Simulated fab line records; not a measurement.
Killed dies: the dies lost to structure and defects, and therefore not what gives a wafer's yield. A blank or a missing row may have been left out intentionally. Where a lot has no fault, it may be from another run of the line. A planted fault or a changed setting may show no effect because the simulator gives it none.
fab line records    flow sky130
[record] lots = 24  wafers = 72  lastDay = 50
route steps=708 shown CAPM@550 METAL3@565 METAL4@600
lots untouched by any fault: they come from a run of this same line in which no faults occurred
startH: start of the lot's first displayed wafer, in hours after the record's first day    waitH: time in hours since the lot's previous step    " identical to the entry in the row above    L1.1+2: a row that stands for several wafers    - value missing, or start not given    * or withheld: withheld    < > ~ a bound
route shown NAME@n: a module of which the file shows steps, and the number in the route of the first    usual: mean and standard deviation over wafers with no fault    same: alike in all rows    chamber/n: place in a boat    sites: each site's reading    _std_site: the values' standard deviation    _edge_site: inner sites' mean taken away from outer sites' mean    radiusMm: how far each site lies from the wafer's centre    mask NAME#n: copy n    behind: the last tool/chamber to shape the wafer    hold: reason for holding the lot/hours on hold/outcome of the hold    device: the transistor (n, p or np) that didn't switch    end of line: the tests these same wafers got at the end of their route    a step without rows: its recipe alone    killed: dies that structure and defects cost at the first sort, which is not the same as the wafer's yield    map: shows each die of a wafer: x if killed, . if not, _ if none is there
set.NAME: setting as actually run; set.NAME@STEP: the setting as run at that earlier step    model.NAME: the simulator's own value behind a step, which no gauge read
one table for each step of the route and one row for each wafer, over a sample of lots
services: when a tool's chamber went out of use (startH, in hours from the record's first day, below 0 if earlier), for how many hours, and the reason
[[steps]]
[step SKY_CAPM_METAL_ETCH_13]
[recipe] targetDepthNm = 220  stopOn = SiO2  chemistry = Cl2/BCl3  target = TiN  pressureMtorr = 10  icpW = 900  biasW = 48.5  Cl2_flow_sccm = 60  bcl3FlowSccm = 30  timeS = 62.9
[usual] bcl3FlowSccm = 29.99/0.084  drypumpMotorCurrentA = 5.3/0.31  oesProductAu = 0.916/0.0078  throttleValvePct = 21.918/0.01
lot.wafer  tool         chamber  startH   waitH  bcl3FlowSccm  drypumpMotorCurrentA  oesProductAu  rfHoursCounterH  throttleValvePct
L074.1     rieMetal-03  1        889.32   0.0    30.01         5.3                   0.907         8                21.925
L074.3     "            1        "        "      29.96         5.3                   0.924         -                21.924
L074.6     "            0        "        "      29.97         5.5                   0.914         -                21.943
L075.2     rieMetal-02  0        889.96   0.0    29.99         4.9                   0.923         10               21.913
L075.5     "            1        "        "      29.95         4.9                   0.917         -                21.920
L075.6     "            0        "        "      29.92         4.9                   0.920         -                21.895
L076.2     rieMetal-02  0        891.56   0.0    30.02         4.9                   0.912         10               21.948
L076.4     "            1        "        "      30.02         4.9                   0.924         -                21.916
L076.5     "            1        "        "      30.01         4.9                   0.922         -                21.915
L077.1     rieMetal-01  0        892.16   0.0    30.02         5.5                   0.916         14               21.914
L077.4     "            0        "        "      29.96         5.5                   0.925         -                21.898
L077.5     "            0        "        "      30.03         5.5                   0.918         -                21.918
L078.3     rieMetal-01  1        905.19   0.0    29.76         5.8                   0.907         -                21.917
L078.5     "            1        "        "      29.78         5.8                   0.915         -                21.913
L078.6     "            0        "        "      30.09         5.5                   0.903         -                21.927
L079.4     rieMetal-02  1        911.00   0.0    29.99         4.9                   0.917         -                21.914
L079.5     "            1        "        "      29.96         4.9                   0.901         -                21.915
L079.6     "            0        "        "      30.03         4.9                   0.911         -                21.920
L080.1     rieMetal-03  1        917.63   0.0    30.16         5.3                   0.918         10               21.910
L080.3     "            1        "        "      29.91         5.3                   0.916         -                21.935
L080.4     "            0        "        "      29.94         5.5                   0.906         -                21.918
L081.1     rieMetal-03  0        926.56   0.0    30.00         5.5                   0.930         13               21.918
L081.2     "            1        "        "      29.96         5.3                   0.913         10               21.903
L081.3     "            0        "        "      30.18         5.5                   0.924         -                21.924
L082.2     rieMetal-03  0        935.02   0.0    29.97         5.5                   0.915         13               21.915
L082.5     "            1        "        "      29.89         5.3                   0.915         -                21.919
L082.6     "            0        "        "      29.89         5.5                   0.905         -                21.916
L083.1     rieMetal-02  0        941.07   0.0    29.96         4.9                   0.926         12               21.909
L083.2     "            1        "        "      30.08         4.9                   0.916         4                21.919
L083.6     "            1        "        "      30.02         4.9                   0.917         -                21.910
L084.2     rieMetal-02  0        948.82   0.0    29.91         4.9                   0.926         12               21.917
L084.5     "            0        "        "      30.03         4.9                   0.913         -                21.919
L084.6     "            1        "        "      29.86         4.9                   0.924         -                21.924
L085.4     rieMetal-01  0        953.00   0.0    30.17         5.5                   0.904         -                21.921
L085.5     "            1        "        "      30.05         5.8                   0.918         -                21.913
L085.6     "            0        "        "      30.00         5.5                   0.915         -                21.916
L086.3     rieMetal-02  0        959.10   0.0    29.93         4.9                   0.914         -                21.917
L086.4     "            1        "        "      29.90         4.9                   0.922         -                21.925
L086.5     "            0        "        "      30.02         4.9                   0.921         -                21.887
L087.2     rieMetal-02  1        971.57   0.0    30.03         4.9                   0.927         5                21.918
L087.4     "            1        "        "      29.95         4.9                   0.917         -                21.927
L087.6     "            0        "        "      30.02         5.0                   0.915         -                21.910
L088.3     rieMetal-03  1        973.14   0.0    30.02         5.3                   0.910         -                21.922
L088.4     "            0        "        "      30.05         5.5                   0.915         -                21.913
L088.6     "            0        "        "      30.00         5.5                   0.913         -                21.937
L089.1     rieMetal-03  0        977.83   0.0    30.00         5.5                   0.907         14               21.934
L089.5     "            1        "        "      29.89         5.3                   0.912         -                21.915
L089.6     "            0        "        "      30.06         5.5                   0.917         -                21.922
L090.2     rieMetal-03  0        989.63   0.0    29.78         5.5                   0.920         15               21.900
L090.3     "            0        "        "      29.96         5.5                   0.915         -                21.926
L090.4     "            1        "        "      30.05         5.3                   0.903         -                21.922
L091.2     rieMetal-03  0        992.71   0.0    30.11         5.5                   0.933         15               21.903
L091.4     "            0        "        "      30.02         5.5                   0.920         -                21.919
L091.6     "            1        "        "      29.96         5.3                   0.915         -                21.913
L092.1     rieMetal-01  1        1004.92  0.0    29.92         5.8                   0.916         20               21.927
L092.4     "            1        "        "      30.07         5.8                   0.931         -                21.917
L092.6     "            0        "        "      29.98         5.5                   0.909         -                21.893
L093.3     rieMetal-03  0        1014.09  0.0    29.94         5.5                   0.916         -                21.927
L093.5     "            1        "        "      30.01         5.3                   0.917         -                21.914
L093.6     "            0        "        "      30.20         5.5                   0.925         -                21.916
L094.3     rieMetal-02  1        1021.35  0.0    29.91         4.9                   0.905         -                21.937
L094.4     "            0        "        "      30.07         4.9                   0.901         -                21.944
L094.6     "            0        "        "      29.94         4.9                   0.900         -                21.924
L095.1     rieMetal-02  0        1036.47  0.0    29.98         4.9                   0.907         16               21.930
L095.2     "            1        "        "      30.19         4.8                   0.911         8                21.914
L095.6     "            1        "        "      29.92         4.9                   0.921         -                21.911
L096.1     rieMetal-01  1        1036.68  0.0    29.92         5.8                   0.927         22               21.906
L096.4     "            1        "        "      29.94         5.8                   0.922         -                21.900
L096.6     "            1        "        "      30.07         5.8                   0.927         -                21.907
L097.3     rieMetal-03  1        1050.90  0.0    30.19         5.3                   0.915         -                21.924
L097.5     "            1        "        "      30.08         5.3                   0.906         -                21.913
L097.6     "            0        "        "      30.09         5.5                   0.910         -                21.929
[step SKY_METAL3_DESCUM_15]
[recipe] chemistry = O2  sourcePowerW = 150  biasPowerW = 0  pressureMtorr = 10  tempC = 40  timeS = 8
[usual] drypumpMotorCurrentA = 5.6/0.56  oesProductAu = 1.002/0.011
lot.wafer  tool         chamber  startH   waitH  drypumpMotorCurrentA  oesProductAu  rfHoursCounterH
L074.1     rieMetal-01  0        915.49   0.0    5.5                   0.996         15
L074.3     "            0        "        "      5.5                   0.998         -
L074.6     "            1        "        "      5.8                   1.011         -
L075.2     rieMetal-04  1        915.83   0.0    6.1                   0.985         9
L075.5     "            0        "        "      6.6                   0.996         -
L075.6     "            1        "        "      6.2                   0.990         -
L076.2     rieMetal-04  0        916.75   0.0    6.6                   0.998         17
L076.4     "            0        "        "      6.6                   0.999         -
L076.5     "            0        "        "      6.6                   1.000         -
L077.1     rieMetal-02  0        917.10   0.0    5.0                   0.986         11
L077.4     "            0        "        "      4.9                   0.983         -
L077.5     "            0        "        "      4.9                   0.984         -
L078.3     rieMetal-02  1        929.97   0.0    4.9                   0.995         -
L078.5     "            0        "        "      4.9                   0.995         -
L078.6     "            1        "        "      4.9                   0.987         -
L079.4     rieMetal-04  1        936.22   0.0    6.1                   0.999         -
L079.5     "            1        "        "      6.1                   1.000         -
L079.6     "            1        "        "      6.1                   0.990         -
L080.1     rieMetal-01  0        943.31   0.0    5.5                   1.012         17
L080.3     "            0        "        "      5.5                   1.016         -
L080.4     "            1        "        "      5.8                   1.012         -
L081.1     rieMetal-04  1        951.55   0.0    6.2                   1.007         12
L081.2     "            1        "        "      6.1                   1.013         -
L081.3     "            1        "        "      6.2                   1.009         -
L082.2     rieMetal-04  1        959.20   0.0    6.1                   1.003         -
L082.5     "            1        "        "      6.2                   1.004         -
L082.6     "            1        "        "      6.2                   1.009         -
L083.1     rieMetal-01  0        965.60   0.0    5.5                   1.008         18
L083.2     "            1        "        "      5.8                   1.003         18
L083.6     "            0        "        "      5.5                   1.011         -
L084.2     rieMetal-02  0        972.93   0.0    4.9                   0.988         13
L084.5     "            0        "        "      4.9                   0.983         -
L084.6     "            1        "        "      4.9                   0.991         -
L085.4     rieMetal-01  0        977.55   0.0    5.5                   1.007         -
L085.5     "            1        "        "      5.8                   1.016         -
L085.6     "            0        "        "      5.5                   1.007         -
L086.3     rieMetal-01  1        983.15   0.0    5.8                   1.015         -
L086.4     "            0        "        "      5.5                   1.004         -
L086.5     "            0        "        "      5.5                   1.010         -
L087.2     rieMetal-02  0        996.23   0.0    4.9                   0.985         14
L087.4     "            0        "        "      4.9                   0.995         -
L087.6     "            0        "        "      4.9                   0.980         -
L088.3     rieMetal-01  1        997.60   0.0    5.8                   1.014         -
L088.4     "            0        "        "      5.5                   1.009         -
L088.6     "            0        "        "      5.5                   1.010         -
L089.1     rieMetal-02  1        1002.24  0.0    4.9                   0.988         7
L089.5     "            1        "        "      4.9                   0.991         -
L089.6     "            0        "        "      4.9                   0.989         -
L090.2     rieMetal-01  0        1013.49  0.0    5.5                   1.015         21
L090.3     "            1        "        "      5.8                   1.001         -
L090.4     "            0        "        "      5.5                   0.998         -
L091.2     rieMetal-02  0        1016.34  0.0    4.9                   0.993         15
L091.4     "            1        "        "      4.9                   0.991         -
L091.6     "            1        "        "      4.9                   1.001         -
L092.1     rieMetal-01  0        1028.85  0.0    5.5                   1.009         22
L092.4     "            1        "        "      5.8                   1.007         -
L092.6     "            0        "        "      5.5                   1.012         -
L093.3     rieMetal-04  0        1037.16  0.0    6.6                   1.025         -
L093.5     "            1        "        "      6.1                   1.008         -
L093.6     "            0        "        "      6.6                   1.043         -
L094.3     rieMetal-01  1        1043.65  0.0    5.8                   1.009         -
L094.4     "            0        "        "      5.5                   1.014         -
L094.6     "            0        "        "      5.5                   1.011         -
L095.1     rieMetal-04  0        1058.79  0.0    6.6                   1.024         6
L095.2     "            1        "        "      6.1                   1.006         18
L095.6     "            0        "        "      6.6                   1.023         -
L096.1     rieMetal-02  0        1059.14  0.0    4.9                   0.992         18
L096.4     "            0        "        "      4.9                   1.001         -
L096.6     "            1        "        "      4.9                   0.988         -
L097.3     rieMetal-02  0        1073.20  0.0    4.9                   0.977         -
L097.5     "            0        "        "      4.9                   0.995         -
L097.6     "            1        "        "      4.9                   0.997         -
[step SKY_METAL4_SPUTTER_02]
[recipe] material = AlCu  targetThkNm = 735  powerW = 10600  timeS = 39.1  chamberPressurePa = 0.4
[usual] chamberPressurePa = 0.4001/0.00077  throttleValvePct = 29.5/0.64
lot.wafer  tool           chamber  startH   waitH  chamberPressurePa  throttleValvePct
L074.1     pvdSputter-01  -        942.45   0.0    0.3994             29.4
L074.3     "              -        "        "      0.4005             29.6
L074.6     "              -        "        "      0.3994             29.6
L075.2     pvdSputter-03  -        943.83   0.0    0.3994             30.6
L075.5     "              -        "        "      0.3991             29.2
L075.6     "              -        "        "      0.4009             27.8
L076.2     pvdSputter-01  -        944.64   0.0    0.4006             29.6
L076.4     "              -        "        "      0.3991             29.7
L076.5     "              -        "        "      0.4005             29.5
L077.1     pvdSputter-03  -        944.96   0.0    0.4000             30.8
L077.4     "              -        "        "      0.4017             29.2
L077.5     "              -        "        "      0.3994             30.7
L078.3     pvdSputter-01  -        956.89   0.0    0.4000             29.7
L078.5     "              -        "        "      0.4002             29.9
L078.6     "              -        "        "      0.4011             29.2
L079.4     pvdSputter-01  -        963.70   0.0    0.4002             29.6
L079.5     "              -        "        "      0.4001             30.1
L079.6     "              -        "        "      0.3998             29.3
L080.1     pvdSputter-02  -        970.25   0.0    0.3996             30.0
L080.3     "              -        "        "      0.4004             29.9
L080.4     "              -        "        "      0.4000             28.6
L081.1     pvdSputter-02  -        977.81   0.0    0.4005             29.7
L081.2     "              -        "        "      0.3999             29.7
L081.3     "              -        "        "      0.3997             28.8
L082.2     pvdSputter-01  -        986.45   0.0    0.3983             29.8
L082.5     "              -        "        "      0.4004             29.8
L082.6     "              -        "        "      0.4000             29.8
L083.1     pvdSputter-02  -        992.68   0.0    0.3994             28.5
L083.2     "              -        "        "      0.3993             30.0
L083.6     "              -        "        "      0.4005             28.8
L084.2     pvdSputter-03  -        999.48   0.0    0.3988             27.9
L084.5     "              -        "        "      0.4005             30.8
L084.6     "              -        "        "      0.3992             29.1
L085.4     pvdSputter-02  -        1004.26  0.0    0.4005             28.4
L085.5     "              -        "        "      0.3992             30.0
L085.6     "              -        "        "      0.4014             29.7
L086.3     pvdSputter-02  -        1009.85  0.0    0.3999             28.9
L086.4     "              -        "        "      0.4002             28.5
L086.5     "              -        "        "      0.3998             29.3
L087.2     pvdSputter-01  -        1022.43  0.0    0.4009             29.6
L087.4     "              -        "        "      0.4008             29.7
L087.6     "              -        "        "      0.4005             29.7
L088.3     pvdSputter-02  -        1023.67  0.0    0.4007             29.6
L088.4     "              -        "        "      0.3999             29.4
L088.6     "              -        "        "      0.4003             29.1
L089.1     pvdSputter-03  -        1028.03  0.0    0.3993             28.3
L089.5     "              -        "        "      0.3994             28.9
L089.6     "              -        "        "      0.3985             28.0
L090.2     pvdSputter-01  -        1038.90  0.0    0.4007             29.4
L090.3     "              -        "        "      0.4006             29.7
L090.4     "              -        "        "      0.4008             29.6
L091.2     pvdSputter-03  -        1041.70  0.0    0.3992             27.8
L091.4     "              -        "        "      0.3990             29.0
L091.6     "              -        "        "      0.3987             29.2
L092.1     pvdSputter-02  -        1053.65  0.0    0.4005             29.7
L092.4     "              -        "        "      0.4000             30.2
L092.6     "              -        "        "      0.4005             29.6
L093.3     pvdSputter-02  -        1061.83  0.0    0.4004             29.2
L093.5     "              -        "        "      0.4011             30.2
L093.6     "              -        "        "      0.4014             29.8
L094.3     pvdSputter-03  -        1067.72  0.0    0.4001             27.9
L094.4     "              -        "        "      0.4001             30.8
L094.6     "              -        "        "      0.3996             28.0
L095.1     pvdSputter-02  -        1083.80  0.0    0.4026             29.6
L095.2     "              -        "        "      0.3996             29.8
L095.6     "              -        "        "      0.3996             30.4
L096.1     pvdSputter-02  -        1084.24  0.0    0.4002             29.5
L096.4     "              -        "        "      0.4008             30.2
L096.6     "              -        "        "      0.3994             29.9
L097.3     pvdSputter-02  -        1096.60  0.0    0.3999             29.9
L097.5     "              -        "        "      0.3991             30.2
L097.6     "              -        "        "      0.4005             28.4
[step SKY_METAL4_SPUTTER_03]
[recipe] material = Ti  targetThkNm = 5  powerW = 3000  timeS = 3.3  chamberPressurePa = 0.4
[usual] chamberPressurePa = 0.4000/0.0013  throttleValvePct = 29.5/0.61
lot.wafer  tool           chamber  startH   waitH  chamberPressurePa  throttleValvePct
L074.1     pvdSputter-01  -        942.49   0.0    0.4012             29.5
L074.3     "              -        "        "      0.4004             29.7
L074.6     "              -        "        "      0.4008             29.5
L075.2     pvdSputter-03  -        943.87   0.0    0.3998             30.8
L075.5     "              -        "        "      0.3997             29.1
L075.6     "              -        "        "      0.4001             28.1
L076.2     pvdSputter-01  -        944.68   0.0    0.3998             29.5
L076.4     "              -        "        "      0.4009             29.5
L076.5     "              -        "        "      0.4003             29.5
L077.1     pvdSputter-03  -        945.00   0.0    0.3995             30.8
L077.4     "              -        "        "      0.4003             29.3
L077.5     "              -        "        "      0.3987             30.7
L078.3     pvdSputter-01  -        956.93   0.0    0.4006             29.8
L078.5     "              -        "        "      0.3996             29.6
L078.6     "              -        "        "      0.4008             29.5
L079.4     pvdSputter-01  -        963.74   0.0    0.3994             29.7
L079.5     "              -        "        "      0.4005             29.8
L079.6     "              -        "        "      0.3999             29.4
L080.1     pvdSputter-02  -        970.29   0.0    0.4008             30.1
L080.3     "              -        "        "      0.4002             29.7
L080.4     "              -        "        "      0.4020             28.8
L081.1     pvdSputter-02  -        977.85   0.0    0.3998             29.9
L081.2     "              -        "        "      0.4006             29.9
L081.3     "              -        "        "      0.3999             28.6
L082.2     pvdSputter-01  -        986.49   0.0    0.4005             29.9
L082.5     "              -        "        "      0.4004             29.6
L082.6     "              -        "        "      0.4004             29.6
L083.1     pvdSputter-02  -        992.72   0.0    0.3999             28.4
L083.2     "              -        "        "      0.3998             30.1
L083.6     "              -        "        "      0.4007             28.6
L084.2     pvdSputter-03  -        999.52   0.0    0.3984             28.3
L084.5     "              -        "        "      0.4009             30.6
L084.6     "              -        "        "      0.3995             29.1
L085.4     pvdSputter-02  -        1004.29  0.0    0.4008             28.5
L085.5     "              -        "        "      0.4009             30.0
L085.6     "              -        "        "      0.4000             29.7
L086.3     pvdSputter-02  -        1009.89  0.0    0.4003             29.6
L086.4     "              -        "        "      0.4022             28.8
L086.5     "              -        "        "      0.3999             29.7
L087.2     pvdSputter-01  -        1022.47  0.0    0.4001             29.5
L087.4     "              -        "        "      0.4000             29.7
L087.6     "              -        "        "      0.4006             29.6
L088.3     pvdSputter-02  -        1023.71  0.0    0.3999             29.7
L088.4     "              -        "        "      0.3989             29.3
L088.6     "              -        "        "      0.3996             29.4
L089.1     pvdSputter-03  -        1028.07  0.0    0.4002             28.0
L089.5     "              -        "        "      0.4016             29.4
L089.6     "              -        "        "      0.3993             28.1
L090.2     pvdSputter-01  -        1038.94  0.0    0.4024             29.6
L090.3     "              -        "        "      0.3990             29.9
L090.4     "              -        "        "      0.3993             29.3
L091.2     pvdSputter-03  -        1041.74  0.0    0.3998             27.8
L091.4     "              -        "        "      0.4000             29.2
L091.6     "              -        "        "      0.4012             29.4
L092.1     pvdSputter-02  -        1053.69  0.0    0.4015             29.6
L092.4     "              -        "        "      0.3987             30.0
L092.6     "              -        "        "      0.3993             29.4
L093.3     pvdSputter-02  -        1061.87  0.0    0.3994             29.4
L093.5     "              -        "        "      0.3991             30.1
L093.6     "              -        "        "      0.3983             29.6
L094.3     pvdSputter-03  -        1067.76  0.0    0.4003             27.8
L094.4     "              -        "        "      0.3883             30.6
L094.6     "              -        "        "      0.3994             27.8
L095.1     pvdSputter-02  -        1083.84  0.0    0.4004             29.3
L095.2     "              -        "        "      0.3990             29.7
L095.6     "              -        "        "      0.4004             29.7
L096.1     pvdSputter-02  -        1084.28  0.0    0.3990             29.4
L096.4     "              -        "        "      0.4004             30.1
L096.6     "              -        "        "      0.3988             29.4
L097.3     pvdSputter-02  -        1096.64  0.0    0.4006             30.2
L097.5     "              -        "        "      0.4012             30.1
L097.6     "              -        "        "      0.3999             28.6
[step SKY_METAL4_CD_MEAS_13]
[recipe] targetCdNm = 300
[usual] cdNm = 300.3/1.2
lot.wafer  tool      chamber  startH   waitH  cdNm
L074.1     cdSem-01  -        991.33   -      300.2
L074.3     "         -        "        "      298.9
L074.6     "         -        "        "      299.5
L075.2     cdSem-02  -        991.70   -      299.5
L075.5     "         -        "        "      300.1
L075.6     "         -        "        "      300.0
L076.2     cdSem-02  -        992.05   -      302.4
L076.4     "         -        "        "      301.2
L076.5     "         -        "        "      300.8
L077.1     cdSem-02  -        993.43   -      299.0
L077.4     "         -        "        "      300.1
L077.5     "         -        "        "      299.0
L078.3     cdSem-01  -        1003.72  -      301.5
L078.5     "         -        "        "      302.0
L078.6     "         -        "        "      301.8
L079.4     cdSem-02  -        1011.10  -      301.6
L079.5     "         -        "        "      299.6
L079.6     "         -        "        "      301.0
L080.1     cdSem-02  -        1017.93  -      300.4
L080.3     "         -        "        "      298.1
L080.4     "         -        "        "      298.6
L081.1     cdSem-01  -        1025.38  -      297.8
L081.2     "         -        "        "      300.9
L081.3     "         -        "        "      300.8
L082.2     cdSem-01  -        1032.11  -      300.7
L082.5     "         -        "        "      301.5
L082.6     "         -        "        "      302.2
L083.1     cdSem-02  -        1038.48  -      299.0
L083.2     "         -        "        "      300.2
L083.6     "         -        "        "      300.1
L084.2     cdSem-02  -        1045.31  -      299.3
L084.5     "         -        "        "      300.0
L084.6     "         -        "        "      300.5
L085.4     cdSem-01  -        1049.64  -      301.7
L085.5     "         -        "        "      301.7
L085.6     "         -        "        "      302.6
L086.3     cdSem-01  -        1054.22  -      302.1
L086.4     "         -        "        "      301.8
L086.5     "         -        "        "      300.2
L087.2     cdSem-02  -        1066.30  -      297.9
L087.4     "         -        "        "      298.1
L087.6     "         -        "        "      298.5
L088.3     cdSem-02  -        1068.42  -      300.7
L088.4     "         -        "        "      301.4
L088.6     "         -        "        "      300.6
L089.1     cdSem-02  -        1072.43  -      301.3
L089.5     "         -        "        "      299.0
L089.6     "         -        "        "      300.3
L090.2     cdSem-02  -        1082.31  -      299.9
L090.3     "         -        "        "      300.9
L090.4     "         -        "        "      299.8
L091.2     cdSem-02  -        1086.08  -      302.9
L091.4     "         -        "        "      301.6
L091.6     "         -        "        "      301.0
L092.1     cdSem-02  -        1097.03  -      298.7
L092.4     "         -        "        "      299.1
L092.6     "         -        "        "      298.1
L093.3     cdSem-01  -        1103.93  -      300.5
L093.5     "         -        "        "      301.3
L093.6     "         -        "        "      302.3
L094.3     cdSem-01  -        1110.28  -      300.6
L094.4     "         -        "        "      300.3
L094.6     "         -        "        "      300.2
L095.1     cdSem-01  -        1124.13  -      299.0
L095.2     "         -        "        "      300.3
L095.6     "         -        "        "      299.5
L096.1     cdSem-02  -        1124.18  -      300.1
L096.4     "         -        "        "      301.0
L096.6     "         -        "        "      300.2
L097.3     cdSem-02  -        1136.57  -      301.0
L097.5     "         -        "        "      299.0
L097.6     "         -        "        "      299.4
[step SKY_METAL4_ETCH_16]
[recipe] chemistry = N2/H2  target = BARC  ionEnergyEv = 200  biasW = 100  pressureMtorr = 30  n2FlowSccm = 100  h2FlowSccm = 200  icpW = 485.4  stopOn = SiO2  timeS = 88.2  targetDepthA = 600
[usual] drypumpMotorCurrentA = 5.7/0.4  h2FlowSccm = 199.9/0.6  oesProductAu = 0.626/0.0048  throttleValvePct = 13.206/0.009
lot.wafer  tool         chamber  startH   waitH  drypumpMotorCurrentA  h2FlowSccm  oesProductAu  rfHoursCounterH  throttleValvePct
L074.1     rieMetal-03  0        991.52   0.0    5.5                   199.9       0.616         15               13.206
L074.3     "            0        "        "      5.5                   199.2       0.622         -                13.207
L074.6     "            1        "        "      5.3                   200.7       0.631         -                13.210
L075.2     rieMetal-01  1        991.87   0.0    5.8                   200.3       0.630         19               13.198
L075.5     "            0        "        "      5.5                   199.7       0.628         -                13.218
L075.6     "            1        "        "      5.8                   200.4       0.623         -                13.205
L076.2     rieMetal-04  0        992.22   0.0    6.6                   200.9       0.624         2                13.203
L076.4     "            1        "        "      6.2                   200.0       0.629         -                13.190
L076.5     "            0        "        "      6.6                   200.2       0.622         -                13.191
L077.1     rieMetal-04  1        993.62   0.0    6.2                   201.3       0.627         14               13.200
L077.4     "            1        "        "      6.2                   200.7       0.632         -                13.213
L077.5     "            0        "        "      6.6                   200.2       0.628         -                13.198
L078.3     rieMetal-03  1        1003.90  0.0    5.3                   201.0       0.627         -                13.189
L078.5     "            0        "        "      5.5                   200.0       0.628         -                13.215
L078.6     "            1        "        "      5.4                   199.8       0.621         -                13.221
L079.4     rieMetal-03  0        1011.26  0.0    5.5                   199.5       0.632         -                13.197
L079.5     "            0        "        "      5.5                   199.5       0.624         -                13.213
L079.6     "            1        "        "      5.3                   199.3       0.628         -                13.208
L080.1     rieMetal-04  0        1018.12  0.0    6.6                   200.4       0.617         3                13.209
L080.3     "            0        "        "      6.6                   199.6       0.631         -                13.206
L080.4     "            1        "        "      6.2                   199.1       0.622         -                13.211
L081.1     rieMetal-04  0        1025.57  0.0    6.6                   199.6       0.627         4                13.215
L081.2     "            1        "        "      6.2                   199.6       0.624         16               13.202
L081.3     "            1        "        "      6.2                   199.7       0.629         -                13.222
L082.2     rieMetal-03  0        1032.28  0.0    5.5                   199.6       0.630         17               13.202
L082.5     "            1        "        "      5.3                   200.4       0.619         -                13.198
L082.6     "            0        "        "      5.5                   199.4       0.630         -                13.222
L083.1     rieMetal-03  0        1038.67  0.0    5.5                   200.7       0.624         17               13.210
L083.2     "            1        "        "      5.3                   198.9       0.633         17               13.216
L083.6     "            0        "        "      5.5                   200.8       0.628         -                13.194
L084.2     rieMetal-03  1        1045.48  0.0    5.3                   200.3       0.626         17               13.229
L084.5     "            1        "        "      5.3                   200.8       0.625         -                13.200
L084.6     "            0        "        "      5.5                   200.6       0.621         -                13.208
L085.4     rieMetal-03  0        1049.80  0.0    5.5                   199.4       0.625         -                13.220
L085.5     "            0        "        "      5.5                   200.0       0.620         -                13.203
L085.6     "            1        "        "      5.4                   198.5       0.624         -                13.207
L086.3     rieMetal-03  0        1054.40  0.0    5.5                   200.7       0.624         -                13.195
L086.4     "            1        "        "      5.3                   199.8       0.625         -                13.215
L086.5     "            1        "        "      5.3                   200.0       0.625         -                13.225
L087.2     rieMetal-01  1        1066.53  0.1    5.8                   200.3       0.623         -                13.211
L087.4     "            1        "        "      5.8                   199.5       0.625         -                13.218
L087.6     "            1        "        "      5.8                   199.7       0.634         -                13.205
L088.3     rieMetal-03  1        1068.60  0.0    5.3                   200.1       0.635         -                13.206
L088.4     "            0        "        "      5.5                   199.9       0.632         -                13.203
L088.6     "            1        "        "      5.3                   200.6       0.625         -                13.210
L089.1     rieMetal-04  1        1072.62  0.0    6.1                   200.6       0.627         19               13.197
L089.5     "            0        "        "      6.6                   200.0       0.618         -                13.206
L089.6     "            1        "        "      6.2                   200.3       0.618         -                13.220
L090.2     rieMetal-03  1        1082.48  0.0    5.4                   198.8       0.631         20               13.210
L090.3     "            0        "        "      5.5                   199.8       0.624         -                13.214
L090.4     "            1        "        "      5.4                   198.6       0.631         -                13.191
L091.2     rieMetal-03  1        1086.25  0.0    5.4                   199.7       0.629         20               13.197
L091.4     "            1        "        "      5.3                   199.9       0.633         -                13.217
L091.6     "            0        "        "      5.5                   199.4       0.628         -                13.210
L092.1     rieMetal-03  0        1097.22  0.0    5.5                   199.8       0.629         21               13.202
L092.4     "            0        "        "      5.5                   199.6       0.630         -                13.205
L092.6     "            0        "        "      5.5                   200.0       0.621         -                13.202
L093.3     rieMetal-01  0        1104.11  0.0    5.5                   199.3       0.622         -                13.196
L093.5     "            0        "        "      5.5                   199.5       0.623         -                13.209
L093.6     "            1        "        "      5.8                   199.8       0.619         -                13.213
L094.3     rieMetal-03  0        1110.46  0.0    5.5                   200.1       0.633         -                13.217
L094.4     "            1        "        "      5.3                   200.7       0.613         -                13.211
L094.6     "            1        "        "      5.3                   198.8       0.626         -                13.188
L095.1     rieMetal-01  0        1124.35  0.1    5.5                   200.1       0.627         4                13.192
L095.2     "            0        "        "      5.5                   199.1       0.627         -                13.203
L095.6     "            0        "        "      5.5                   199.7       0.619         -                13.207
L096.1     rieMetal-03  1        1124.37  0.0    5.3                   200.2       0.628         23               13.226
L096.4     "            0        "        "      5.5                   199.8       0.627         -                13.210
L096.6     "            0        "        "      5.5                   200.9       0.628         -                13.206
L097.3     rieMetal-01  0        1136.75  0.0    5.5                   200.3       0.618         -                13.204
L097.5     "            1        "        "      5.8                   200.2       0.626         -                13.186
L097.6     "            0        "        "      5.5                   199.6       0.623         -                13.204
[[services]]
tool           chamber  startH   hours  kind
rieMetal-04    0        934.91   2.4    repair
rieMetal-03    0        936.49   23.9   repair
rieMetal-03    0        993.94   5.9    repair
pvdSputter-02  2        1004.36  -      consumableReplace:kit
pvdSputter-02  2        1004.36  18.0   scheduledDown
pvdSputter-02  2        1004.36  18.0   ventCycle
rieMetal-04    -        1022.60  2.8    pm
pvdSputter-02  -        1025.53  7.7    repair
pvdSputter-02  1        1063.59  -      consumableReplace:kit
pvdSputter-02  1        1063.59  18.0   scheduledDown
pvdSputter-02  1        1063.59  18.0   ventCycle
rieMetal-01    0        1065.86  -      clean
rieMetal-01    0        1065.86  20.3   scheduledDown
rieMetal-01    0        1065.86  20.3   ventCycle
pvdSputter-01  -        1079.39  60.2   repair
pvdSputter-02  0        1093.30  -      consumableReplace:kit
pvdSputter-02  0        1093.30  18.0   scheduledDown
pvdSputter-02  0        1093.30  18.0   ventCycle
rieMetal-02    -        1094.03  0.9    repair
pvdSputter-03  -        1095.39  6.2    repair
pvdSputter-03  -        1099.42  25.4   repair
rieMetal-01    1        1105.17  -      clean
rieMetal-01    1        1105.17  21.1   scheduledDown
rieMetal-04    -        1130.86  0.3    repair
[[key]]
fault none
